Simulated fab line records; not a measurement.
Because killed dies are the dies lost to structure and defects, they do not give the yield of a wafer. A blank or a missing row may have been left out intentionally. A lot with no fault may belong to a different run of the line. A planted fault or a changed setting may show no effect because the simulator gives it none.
fab line records | flow sfq_line
[record] lots = 14 | wafers = 42 | last_day = 92
route steps=325 shown I0@43 M1@60 M2@89
lots that met no fault: from a run of the same line without faults
start_h: hours from the record's opening day to when the first of the lot's shown wafers began | wait_h: hours elapsed since this lot's preceding step | " identical to the entry in the row above | L1.1+2: a row that stands for several wafers | - no value present, or no start provided | * or withheld: withheld | < > ~ a bound
route shown NAME@n: a module of which the file shows steps, and the number in the route of the first | usual: mean/standard deviation of fault-free wafers | same: alike in all rows | chamber/n: place in a boat | sites: readings site by site | _std_site: standard deviation of those values | _edge_site: mean of outer sites minus mean of inner sites | radius_mm: how far each site lies from the wafer's centre | mask NAME#n: copy n | behind: the most recent tool/chamber to have shaped the wafer | hold: why the lot went on hold/how many hours it stayed there/how the hold came to an end | device: the transistor (n, p or np) that didn't switch | end of line: the same wafers' tests at the end of the route | a step given without rows: its recipe and nothing more | killed: count of dies lost to structure and defects at first sort (not the wafer's yield) | map: a wafer's dies, marking killed ones x, the rest . and places with no die _
set.NAME: setting as actually run; set.NAME@STEP: the setting as run at that earlier step | model.NAME: the simulator's own value behind a step, which no gauge read
route steps across a sampled set of lots; one table per step, one row per wafer
services: when a tool's chamber went out of use (start_h, in hours from the record's first day, below 0 if earlier), for how many hours, and the reason
[[steps]]
[step SFQ_TRILAYER_I0_DEP_PECVD_027]
[recipe] material = SiO2 | temp_c = 150 | time_s = 111.11 | pressure_torr = 2.4 | rf_w = 183.3 | precursor = SiH4/N2O | target_thk_nm = 500
[usual] heater_power_w = 96/17 | rf_fwd_power_W = 182.3/0.54 | throttle_valve_pct = 23.8/1.3
lot.wafer | tool     | chamber | start_h | wait_h | heater_power_w | rf_fwd_power_W | throttle_valve_pct
L414.2    | pecvd-01 | 1       | 131.11  | 0.0    | 133            | 181.6          | 22.7
L414.5    | "        | 2       | "       | "      | 82             | 181.9          | 23.2
L414.6    | "        | 1       | "       | "      | 109            | 183.3          | 22.6
L417.3    | pecvd-01 | 2       | 140.71  | 0.0    | 78             | 181.9          | 23.0
L417.4    | "        | 0       | "       | "      | 86             | 181.4          | 22.5
L417.6    | "        | 2       | "       | "      | 80             | 181.7          | 23.5
L418.4    | pecvd-02 | 0       | 141.95  | 0.0    | 97             | 182.1          | 23.1
L418.5    | "        | 1       | "       | "      | 121            | 182.4          | 26.1
L418.6    | "        | 2       | "       | "      | 98             | 182.9          | 24.3
L421.2    | pecvd-01 | 1       | 152.71  | 0.0    | 124            | 181.9          | 22.6
L421.3    | "        | 0       | "       | "      | 83             | 183.0          | 22.1
L421.6    | "        | 0       | "       | "      | 85             | 182.8          | 22.4
L422.2    | pecvd-03 | 2       | 157.51  | 0.0    | 111            | 181.6          | 25.3
L422.5    | "        | 1       | "       | "      | 62             | 183.1          | 26.0
L422.6    | "        | 2       | "       | "      | 113            | 182.5          | 25.1
L425.1    | pecvd-01 | 1       | 173.08  | 0.0    | 130            | 181.7          | 22.4
L425.3    | "        | 2       | "       | "      | 87             | 182.4          | 23.5
L425.4    | "        | 2       | "       | "      | 91             | 182.0          | 23.3
L426.1    | pecvd-02 | 2       | 180.28  | 0.0    | 86             | 181.9          | 24.5
L426.3    | "        | 1       | "       | "      | 111            | 182.4          | 26.6
L426.6    | "        | 0       | "       | "      | 98             | 181.7          | 23.6
L427.3    | pecvd-02 | 1       | 185.08  | 0.0    | 113            | 183.5          | 26.4
L427.4    | "        | 1       | "       | "      | 117            | 181.2          | 26.4
L427.5    | "        | 2       | "       | "      | 94             | 182.1          | 24.0
L428.3    | pecvd-01 | 1       | 194.68  | 0.0    | 117            | 181.7          | 22.7
L428.5    | "        | 0       | "       | "      | 84             | 182.7          | 22.7
L428.6    | "        | 1       | "       | "      | 123            | 182.6          | 22.8
L433.2    | pecvd-03 | 1       | 226.99  | 0.0    | 74             | 181.3          | 22.1
L433.5    | "        | 1       | "       | "      | 78             | 181.1          | 21.9
L433.6    | "        | 0       | "       | "      | 73             | 183.1          | 24.3
L434.1    | pecvd-01 | 2       | 227.40  | 0.0    | 94             | 182.2          | 23.5
L434.3    | "        | 1       | "       | "      | 122            | 182.4          | 22.9
L434.5    | "        | 2       | "       | "      | 95             | 183.0          | 23.2
L435.2    | pecvd-01 | 2       | 238.20  | 0.0    | 92             | 182.8          | 23.3
L435.4    | "        | 2       | "       | "      | 93             | 183.5          | 23.3
L435.6    | "        | 1       | "       | "      | 127            | 183.0          | 22.6
L436.3    | pecvd-03 | 2       | 245.40  | 0.0    | 87             | 181.9          | 22.9
L436.4    | "        | 1       | "       | "      | 64             | 182.2          | 21.9
L436.5    | "        | 0       | "       | "      | 83             | 182.8          | 24.6
L437.2    | pecvd-02 | 0       | 252.15  | 0.0    | 96             | 180.9          | 23.8
L437.3    | "        | 2       | "       | "      | 94             | 182.3          | 24.4
L437.5    | "        | 2       | "       | "      | 98             | 182.3          | 24.4
[step SFQ_M1_RS_MEAS_909]
[recipe] thk_meas_gauge = four-point-probe | reads = Nb_of_TRILAYER_M1_DEP_SPUTTER_037
[usual] M1_NB_RS = 0.888/0.0087
lot.wafer | tool          | chamber | start_h | wait_h | M1_NB_RS[ohm/sq]
L414.2    | film_metro-04 | -       | 216.74  | 0.1    | 0.878
L414.5    | "             | -       | "       | "      | 0.873
L414.6    | "             | -       | "       | "      | 0.882
L417.3    | film_metro-03 | -       | 225.17  | 0.1    | 0.888
L417.4    | "             | -       | "       | "      | 0.884
L417.6    | "             | -       | "       | "      | 0.885
L418.4    | film_metro-04 | -       | 229.38  | 0.1    | 0.888
L418.5    | "             | -       | "       | "      | 0.880
L418.6    | "             | -       | "       | "      | 0.879
L421.2    | film_metro-04 | -       | 247.19  | 0.1    | 0.892
L421.3    | "             | -       | "       | "      | 0.889
L421.6    | "             | -       | "       | "      | 0.897
L422.2    | film_metro-01 | -       | 250.79  | 0.1    | 0.884
L422.5    | "             | -       | "       | "      | 0.882
L422.6    | "             | -       | "       | "      | 0.889
L425.1    | film_metro-01 | -       | 271.34  | 0.0    | 0.884
L425.3    | "             | -       | "       | "      | 0.881
L425.4    | "             | -       | "       | "      | 0.884
L426.1    | film_metro-03 | -       | 275.52  | 0.0    | 0.877
L426.3    | "             | -       | "       | "      | 0.895
L426.6    | "             | -       | "       | "      | 0.891
L427.3    | film_metro-01 | -       | 281.74  | 0.1    | 0.877
L427.4    | "             | -       | "       | "      | 0.889
L427.5    | "             | -       | "       | "      | 0.887
L428.3    | film_metro-03 | -       | 290.14  | 0.1    | 0.887
L428.5    | "             | -       | "       | "      | 0.896
L428.6    | "             | -       | "       | "      | 0.893
L433.2    | film_metro-03 | -       | 327.14  | 0.1    | 0.888
L433.5    | "             | -       | "       | "      | 0.896
L433.6    | "             | -       | "       | "      | 0.902
L434.1    | film_metro-04 | -       | 329.52  | 0.0    | 0.897
L434.3    | "             | -       | "       | "      | 0.898
L434.5    | "             | -       | "       | "      | 0.892
L435.2    | film_metro-03 | -       | 339.32  | 0.1    | 0.907
L435.4    | "             | -       | "       | "      | 0.889
L435.6    | "             | -       | "       | "      | 0.896
L436.3    | film_metro-01 | -       | 347.66  | 0.1    | 0.902
L436.4    | "             | -       | "       | "      | 0.903
L436.5    | "             | -       | "       | "      | 0.901
L437.2    | film_metro-04 | -       | 356.02  | 0.1    | 0.891
L437.3    | "             | -       | "       | "      | 0.898
L437.5    | "             | -       | "       | "      | 0.899
[step SFQ_TRILAYER_M2_DEP_SPUTTER_055]
[recipe] material = Nb | base_pressure_pa = 1.33e-06 | chamber_pressure_pa = 0.1333 | substrate_temp_c = 20 | resputter_cathode_voltage_v = 400 | target_thk_nm = 200 | power_w = 2000 | time_s = 133.3
[usual] throttle_valve_pct = 30.1/1.1
lot.wafer | tool           | chamber | start_h | wait_h | throttle_valve_pct
L414.2    | pvd_sputter-06 | -       | 403.73  | 0.0    | 29.1
L414.5    | "              | -       | "       | "      | 28.7
L414.6    | "              | -       | "       | "      | 30.0
L417.3    | pvd_sputter-05 | -       | 417.53  | 0.0    | 30.2
L417.4    | "              | -       | "       | "      | 31.1
L417.6    | "              | -       | "       | "      | 28.2
L418.4    | pvd_sputter-04 | -       | 425.35  | 0.0    | 30.8
L418.5    | "              | -       | "       | "      | 29.1
L418.6    | "              | -       | "       | "      | 31.4
L421.2    | pvd_sputter-05 | -       | 451.28  | 0.0    | 30.1
L421.3    | "              | -       | "       | "      | 31.0
L421.6    | "              | -       | "       | "      | 30.1
L422.2    | pvd_sputter-04 | -       | 453.68  | 0.0    | 30.9
L422.5    | "              | -       | "       | "      | 29.1
L422.6    | "              | -       | "       | "      | 31.1
L425.1    | pvd_sputter-04 | -       | 492.54  | 0.0    | 29.3
L425.3    | "              | -       | "       | "      | 30.8
L425.4    | "              | -       | "       | "      | 31.0
L426.1    | pvd_sputter-05 | -       | 497.54  | 0.0    | 30.6
L426.3    | "              | -       | "       | "      | 27.9
L426.6    | "              | -       | "       | "      | 30.8
L427.3    | pvd_sputter-04 | -       | 505.74  | 0.0    | 29.0
L427.4    | "              | -       | "       | "      | 31.2
L427.5    | "              | -       | "       | "      | 31.0
L428.3    | pvd_sputter-04 | -       | 516.56  | 0.0    | 30.6
L428.5    | "              | -       | "       | "      | 30.8
L428.6    | "              | -       | "       | "      | 29.0
L433.2    | pvd_sputter-06 | -       | 581.39  | 0.0    | 28.8
L433.5    | "              | -       | "       | "      | 28.9
L433.6    | "              | -       | "       | "      | 28.8
L434.1    | pvd_sputter-05 | -       | 583.79  | 0.0    | 29.9
L434.3    | "              | -       | "       | "      | 28.1
L434.5    | "              | -       | "       | "      | 28.4
L435.2    | pvd_sputter-06 | -       | 597.74  | 0.0    | 31.4
L435.4    | "              | -       | "       | "      | 30.5
L435.6    | "              | -       | "       | "      | 28.7
L436.3    | pvd_sputter-04 | -       | 606.31  | 0.0    | 30.7
L436.4    | "              | -       | "       | "      | 31.2
L436.5    | "              | -       | "       | "      | 29.2
L437.2    | pvd_sputter-06 | -       | 617.01  | 0.0    | 30.8
L437.3    | "              | -       | "       | "      | 30.3
L437.5    | "              | -       | "       | "      | 28.7
[step SFQ_M2_RS_MEAS_914]
[recipe] thk_meas_gauge = four-point-probe | reads = Nb_of_TRILAYER_M2_DEP_SPUTTER_055
[usual] M2_NB_RS = 0.896/0.0097
lot.wafer | tool          | chamber | start_h | wait_h | M2_NB_RS[ohm/sq]
L414.2    | film_metro-01 | -       | 403.84  | 0.1    | 0.903
L414.5    | "             | -       | "       | "      | 0.908
L414.6    | "             | -       | "       | "      | 0.897
L417.3    | film_metro-03 | -       | 417.66  | 0.1    | 0.884
L417.4    | "             | -       | "       | "      | 0.893
L417.6    | "             | -       | "       | "      | 0.900
L418.4    | film_metro-03 | -       | 425.50  | 0.1    | 0.892
L418.5    | "             | -       | "       | "      | 0.897
L418.6    | "             | -       | "       | "      | 0.892
L421.2    | film_metro-02 | -       | 451.39  | 0.1    | 0.884
L421.3    | "             | -       | "       | "      | 0.896
L421.6    | "             | -       | "       | "      | 0.890
L422.2    | film_metro-03 | -       | 453.79  | 0.1    | 0.895
L422.5    | "             | -       | "       | "      | 0.895
L422.6    | "             | -       | "       | "      | 0.895
L425.1    | film_metro-03 | -       | 492.63  | 0.0    | 0.898
L425.3    | "             | -       | "       | "      | 0.898
L425.4    | "             | -       | "       | "      | 0.884
L426.1    | film_metro-02 | -       | 497.63  | 0.0    | 0.882
L426.3    | "             | -       | "       | "      | 0.886
L426.6    | "             | -       | "       | "      | 0.870
L427.3    | film_metro-01 | -       | 505.87  | 0.1    | 0.763
L427.4    | "             | -       | "       | "      | 0.754
L427.5    | "             | -       | "       | "      | 0.768
L428.3    | film_metro-03 | -       | 516.69  | 0.1    | 0.769
L428.5    | "             | -       | "       | "      | 0.764
L428.6    | "             | -       | "       | "      | 0.763
L433.2    | film_metro-01 | -       | 581.50  | 0.1    | 0.896
L433.5    | "             | -       | "       | "      | 0.898
L433.6    | "             | -       | "       | "      | 0.897
L434.1    | film_metro-03 | -       | 583.88  | 0.0    | 0.885
L434.3    | "             | -       | "       | "      | 0.893
L434.5    | "             | -       | "       | "      | 0.890
L435.2    | film_metro-02 | -       | 597.85  | 0.1    | 0.908
L435.4    | "             | -       | "       | "      | 0.898
L435.6    | "             | -       | "       | "      | 0.904
L436.3    | film_metro-03 | -       | 606.44  | 0.1    | 0.919
L436.4    | "             | -       | "       | "      | 0.897
L436.5    | "             | -       | "       | "      | 0.914
L437.2    | film_metro-01 | -       | 617.12  | 0.1    | 0.902
L437.3    | "             | -       | "       | "      | 0.904
L437.5    | "             | -       | "       | "      | 0.896
[step SFQ_M2_OVL_MEAS_916]
[usual] M2_OVL = -1/6.7
lot.wafer | tool       | chamber | start_h | wait_h | M2_OVL[nm]
L414.2    | overlay-01 | -       | 532.81  | 0.1    | -4
L414.5    | "          | -       | "       | "      | -9
L414.6    | "          | -       | "       | "      | -7
L417.3    | overlay-01 | -       | 552.01  | 0.1    | 1
L417.4    | "          | -       | "       | "      | -3
L417.6    | "          | -       | "       | "      | 5
L418.4    | overlay-01 | -       | 560.66  | 0.1    | 4
L418.5    | "          | -       | "       | "      | 4
L418.6    | "          | -       | "       | "      | 10
L421.2    | overlay-02 | -       | 594.35  | 0.1    | 11
L421.3    | "          | -       | "       | "      | 4
L421.6    | "          | -       | "       | "      | 12
L422.2    | overlay-01 | -       | 595.55  | 0.1    | -14
L422.5    | "          | -       | "       | "      | -6
L422.6    | "          | -       | "       | "      | -14
L425.1    | overlay-01 | -       | 636.47  | 0.1    | -9
L425.3    | "          | -       | "       | "      | -11
L425.4    | "          | -       | "       | "      | -20
L426.1    | overlay-02 | -       | 641.28  | 0.1    | -1
L426.3    | "          | -       | "       | "      | 6
L426.6    | "          | -       | "       | "      | -1
L427.3    | overlay-02 | -       | 652.65  | 0.1    | 5
L427.4    | "          | -       | "       | "      | 2
L427.5    | "          | -       | "       | "      | 5
L428.3    | overlay-02 | -       | 665.85  | 0.1    | -2
L428.5    | "          | -       | "       | "      | -3
L428.6    | "          | -       | "       | "      | -7
L433.2    | overlay-01 | -       | 732.82  | 0.1    | -15
L433.5    | "          | -       | "       | "      | -16
L433.6    | "          | -       | "       | "      | -14
L434.1    | overlay-01 | -       | 734.01  | 0.1    | 7
L434.3    | "          | -       | "       | "      | 9
L434.5    | "          | -       | "       | "      | 12
L435.2    | overlay-02 | -       | 756.82  | 0.1    | -4
L435.4    | "          | -       | "       | "      | 1
L435.6    | "          | -       | "       | "      | -1
L436.3    | overlay-02 | -       | 767.78  | 0.1    | 3
L436.4    | "          | -       | "       | "      | 4
L436.5    | "          | -       | "       | "      | 2
L437.2    | overlay-02 | -       | 779.46  | 0.1    | 2
L437.3    | "          | -       | "       | "      | 2
L437.5    | "          | -       | "       | "      | 7
[step SFQ_TRILAYER_M2_ETCH_METAL_ETCH_060]
[recipe] target = Nb | stop_on = SiO2 | mask_material = PR | chemistry = Cl2/Ar | target_depth_nm = 240 | icp_w = 600 | bias_w = 80 | pressure_mtorr = 10 | time_s = 120
[usual] drypump_motor_current_A = 5.91/0.26 | oes_product_au = 0.891/0.0069 | rf_fwd_power_W = 597.1/1.9
lot.wafer | tool         | chamber | start_h | wait_h | drypump_motor_current_A | oes_product_au | rf_fwd_power_W | rf_hours_counter_h
L414.2    | rie_metal-04 | 0       | 532.90  | 0.0    | 5.80                    | 0.891          | 596.4          | 56
L414.5    | "            | 1       | "       | "      | 6.15                    | 0.881          | 597.1          | -
L414.6    | "            | 0       | "       | "      | 5.79                    | 0.893          | 594.5          | -
L417.3    | rie_metal-04 | 0       | 552.14  | 0.1    | 5.74                    | 0.900          | 599.1          | -
L417.4    | "            | 1       | "       | "      | 6.16                    | 0.893          | 597.1          | -
L417.6    | "            | 1       | "       | "      | 6.14                    | 0.890          | 594.0          | -
L418.4    | rie_metal-04 | 0       | 560.78  | 0.1    | 5.76                    | 0.899          | 598.8          | -
L418.5    | "            | 1       | "       | "      | 6.17                    | 0.902          | 596.9          | -
L418.6    | "            | 0       | "       | "      | 5.77                    | 0.893          | 594.2          | -
L421.2    | rie_metal-02 | 0       | 594.44  | 0.0    | 5.47                    | 0.898          | 595.0          | 5
L421.3    | "            | 1       | "       | "      | 6.31                    | 0.887          | 598.3          | -
L421.6    | "            | 1       | "       | "      | 6.28                    | 0.898          | 600.8          | -
L422.2    | rie_metal-03 | 0       | 595.64  | 0.0    | 5.90                    | 0.893          | 594.4          | 75
L422.5    | "            | 1       | "       | "      | 5.73                    | 0.888          | 593.9          | -
L422.6    | "            | 0       | "       | "      | 5.92                    | 0.889          | 597.3          | -
L425.1    | rie_metal-03 | 1       | 636.56  | 0.0    | 5.71                    | 0.894          | 595.2          | 41
L425.3    | "            | 0       | "       | "      | 5.89                    | 0.882          | 600.2          | -
L425.4    | "            | 1       | "       | "      | 5.69                    | 0.909          | 596.7          | -
L426.1    | rie_metal-03 | 0       | 641.38  | 0.0    | 5.88                    | 0.896          | 596.5          | 80
L426.3    | "            | 1       | "       | "      | 5.76                    | 0.900          | 595.8          | -
L426.6    | "            | 1       | "       | "      | 5.76                    | 0.899          | 597.1          | -
L427.3    | rie_metal-02 | 0       | 652.78  | 0.1    | 5.49                    | 0.975          | 597.2          | -
L427.4    | "            | 1       | "       | "      | 6.32                    | 0.986          | 598.3          | -
L427.5    | "            | 1       | "       | "      | 6.30                    | 0.970          | 599.0          | -
L428.3    | rie_metal-02 | 0       | 665.98  | 0.1    | 5.47                    | 0.983          | 595.2          | -
L428.5    | "            | 0       | "       | "      | 5.47                    | 0.977          | 595.9          | -
L428.6    | "            | 1       | "       | "      | 6.31                    | 0.979          | 597.0          | -
L433.2    | rie_metal-04 | 1       | 732.91  | 0.0    | 6.16                    | 0.889          | 599.2          | 48
L433.5    | "            | 0       | "       | "      | 5.78                    | 0.888          | 600.0          | -
L433.6    | "            | 1       | "       | "      | 6.17                    | 0.888          | 597.5          | -
L434.1    | rie_metal-03 | 0       | 734.11  | 0.0    | 5.90                    | 0.898          | 597.5          | 92
L434.3    | "            | 1       | "       | "      | 5.71                    | 0.896          | 595.9          | -
L434.5    | "            | 1       | "       | "      | 5.74                    | 0.894          | 594.6          | -
L435.2    | rie_metal-04 | 1       | 756.91  | 0.0    | 6.13                    | 0.882          | 598.5          | 52
L435.4    | "            | 1       | "       | "      | 6.17                    | 0.892          | 597.9          | -
L435.6    | "            | 1       | "       | "      | 6.15                    | 0.886          | 596.6          | -
L436.3    | rie_metal-03 | 1       | 767.91  | 0.1    | 5.77                    | 0.880          | 599.0          | -
L436.4    | "            | 0       | "       | "      | 5.88                    | 0.895          | 599.2          | -
L436.5    | "            | 0       | "       | "      | 5.87                    | 0.880          | 598.1          | -
L437.2    | rie_metal-04 | 1       | 779.55  | 0.0    | 6.17                    | 0.886          | 597.4          | 56
L437.3    | "            | 1       | "       | "      | 6.20                    | 0.880          | 599.6          | -
L437.5    | "            | 0       | "       | "      | 5.79                    | 0.892          | 595.7          | -
[[services]]
tool           | chamber | start_h | hours | kind
rie_metal-04   | 0       | 128.13  | 6.3   | repair
pvd_sputter-06 | -       | 131.35  | 2.4   | repair
rie_metal-04   | -       | 139.01  | 0.4   | repair
pvd_sputter-05 | -       | 174.04  | 0.8   | repair
pvd_sputter-04 | -       | 181.41  | 12.3  | repair
pvd_sputter-05 | -       | 232.17  | 2.6   | repair
pvd_sputter-06 | -       | 260.52  | 1.9   | repair
rie_metal-04   | 0       | 268.14  | 3.3   | repair
rie_metal-03   | -       | 297.03  | 14.6  | pm
pvd_sputter-04 | -       | 304.76  | 3.1   | repair
pvd_sputter-06 | -       | 310.80  | 0.5   | repair
pvd_sputter-04 | -       | 315.67  | 7.1   | repair
pvd_sputter-04 | -       | 326.06  | 0.6   | repair
rie_metal-03   | -       | 341.62  | 1.4   | pm
rie_metal-04   | -       | 361.65  | 2.7   | repair
pvd_sputter-04 | -       | 407.56  | 5.7   | repair
pecvd-01       | -       | 423.81  | 6.0   | pm
rie_metal-04   | -       | 445.59  | 0.4   | repair
rie_metal-03   | 0       | 500.40  | 8.5   | repair
pecvd-01       | -       | 539.73  | 1.1   | repair
pecvd-01       | -       | 555.66  | 28.1  | pm
pvd_sputter-04 | -       | 583.57  | 13.2  | repair
rie_metal-03   | 0       | 705.14  | 8.4   | repair
pvd_sputter-04 | -       | 768.68  | 20.8  | repair
[[key]]
[first_sign] step = SFQ_M2_RS_MEAS_914 | reading = M2_NB_RS | direction = down | sigmas = 14 | usual = 0.896 | struck = 0.763
[effect] step = SFQ_TRILAYER_M2_ETCH_METAL_ETCH_060 | reading = oes_product_au | direction = up | sigmas = 13 | usual = 0.891 | struck = 0.978
met_at SFQ_TRILAYER_M2_DEP_SPUTTER_055
struck_lots L427,L428
not_acting_at SFQ_TRILAYER_I0_DEP_PECVD_027,SFQ_M1_RS_MEAS_909,SFQ_M2_OVL_MEAS_916
onset_between 492.54 505.74
[fault] kind = process_parameter_drift | tool = pvd_sputter-04 | chamber = - | onset_h = 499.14 | steps = SFQ_TRILAYER_M2_DEP_SPUTTER_055 | channel = target_thk_nm | offset = 33.428 | shape = step | end_h = 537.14 | acts_in = these_recipes_only | stated = 200
